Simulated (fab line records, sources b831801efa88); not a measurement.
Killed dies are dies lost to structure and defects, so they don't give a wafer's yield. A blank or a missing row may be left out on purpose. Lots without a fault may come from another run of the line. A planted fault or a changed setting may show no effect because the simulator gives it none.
A struck lot beside a sound one | flow sfq_line | 14 steps out of a route of 325
Sound: wafers L613.3, L613.5, L613.6. Struck: wafers L625.1, L625.5. The cause comes at the end.
At each step with rows: each side's tool, then ch and its chambers, then its first start. Under that, the readings that differ: sound wafers | struck wafers | difference of the means | sigmas: that difference in standard deviations of wafers without a fault.
alike: readings whose means differ by less than 2 such deviations, and words and numbers that are the same on both sides. not compared: withheld readings, readings that some wafer has no value for, bounds like >300 that may hide the same value, and numbers for which the record gives no deviation and whose values overlap.
The two part at a step that has a row with sigmas, a row that says differs or no value, or rows on one side only. Numbers that don't overlap but have no deviation are shown without sigmas and don't part them. A reading that every wafer of one side lacks parts them only if that side has two wafers or more.

SFQ_TRILAYER_R5_BARC_OPEN_METAL_ETCH_177: etches BARC in O2, target depth 125 nm, time 41.7 s.
  sound on rie_metal-01 ch 0,1, day 58 11:59; struck on rie_metal-02 ch 0, day 62 05:49
  alike: drypump_motor_current_A, oes_product_au
  not compared: rf_hours_counter_h
SFQ_TRILAYER_R5_ETCH_METAL_ETCH_139: etches the open film in Cl2, stops on SiO2, target depth 60 nm, time 40 s.
  sound on rie_metal-01 ch 0,1, day 58 12:02; struck on rie_metal-02 ch 0, day 62 05:52
  alike: drypump_motor_current_A, oes_product_au
  not compared: rf_hours_counter_h
SFQ_TRILAYER_R5_STRIP_STRIP_140: strips in O2.
  sound on rie_metal-01 ch 0,1, day 58 12:17; struck on rie_metal-02 ch 0, day 62 05:56
  alike: drypump_motor_current_A, oes_product_au
  not compared: rf_hours_counter_h
then, 1 step without rows for these wafers: SFQ_TRILAYER_R5_STRIP_SOLV_CLEAN_141 (cleans in NMP, time 600 s).
SFQ_TRILAYER_A5C_DEP_PECVD_142: deposits SiO2 from SiH4/N2O, time 15.556 s, target thk 70 nm.
  sound on pecvd-02 ch 0,1,2, day 58 12:52; struck on pecvd-04 ch 0,1, day 62 06:43
  alike: heater_power_w, throttle_valve_pct
then, 6 steps without rows for these wafers: SFQ_TRILAYER_I5_LITHO_COAT_149 (resist thk 62 nm); SFQ_TRILAYER_I5_LITHO_COAT_144 (resist thk 650 nm); SFQ_TRILAYER_I5_LITHO_SOFTBAKE_148; SFQ_TRILAYER_I5_LITHO_EXPOSE_145 (exposes mask I5, target cd 700 nm); SFQ_TRILAYER_I5_LITHO_PEB_147 (peb time 60 s); SFQ_TRILAYER_I5_LITHO_DEVELOP_146 (time 60 s).
-- the record jumps here: 4 days lie between the struck wafers' starts before and after --
SFQ_I5_OVL_MEAS_936:
  sound on overlay-02, day 63 16:16; struck on overlay-01, day 66 16:57
  alike: I5_OVL
SFQ_TRILAYER_I5_BARC_OPEN_VIA_ETCH_200: etches BARC in O2, target depth 125 nm, time 41.7 s.
  sound on rie_diel-04 ch 0,3, day 63 16:17; struck on rie_diel-04 ch 1,3, day 66 16:59
  reading                                              | sound             | struck      | difference | sigmas
  model.KrF_of_TRILAYER_I5_LITHO_COAT_144.thk_nm (nm)  | 572.9 575.5 573.7 | 542.4 541.5 | -32.1      |
  model.SiO2_of_TRILAYER_A5C_DEP_PECVD_142.thk_nm (nm) | 69.71 69.8 70.93  | 67.63 69.26 | -1.70      |
  alike: drypump_motor_current_A, oes_product_au
  not compared: rf_hours_counter_h
SFQ_TRILAYER_I5_ETCH_VIA_ETCH_147: etches the open film in CHF3, stops on Nb, target depth 360 nm.
  sound on rie_diel-04 ch 0,3, day 63 16:19; struck on rie_diel-04 ch 1,3, day 66 17:02
  alike: drypump_motor_current_A, oes_product_au

WHERE THEY PART
Nowhere in this record.

WHY: what the simulator had put in
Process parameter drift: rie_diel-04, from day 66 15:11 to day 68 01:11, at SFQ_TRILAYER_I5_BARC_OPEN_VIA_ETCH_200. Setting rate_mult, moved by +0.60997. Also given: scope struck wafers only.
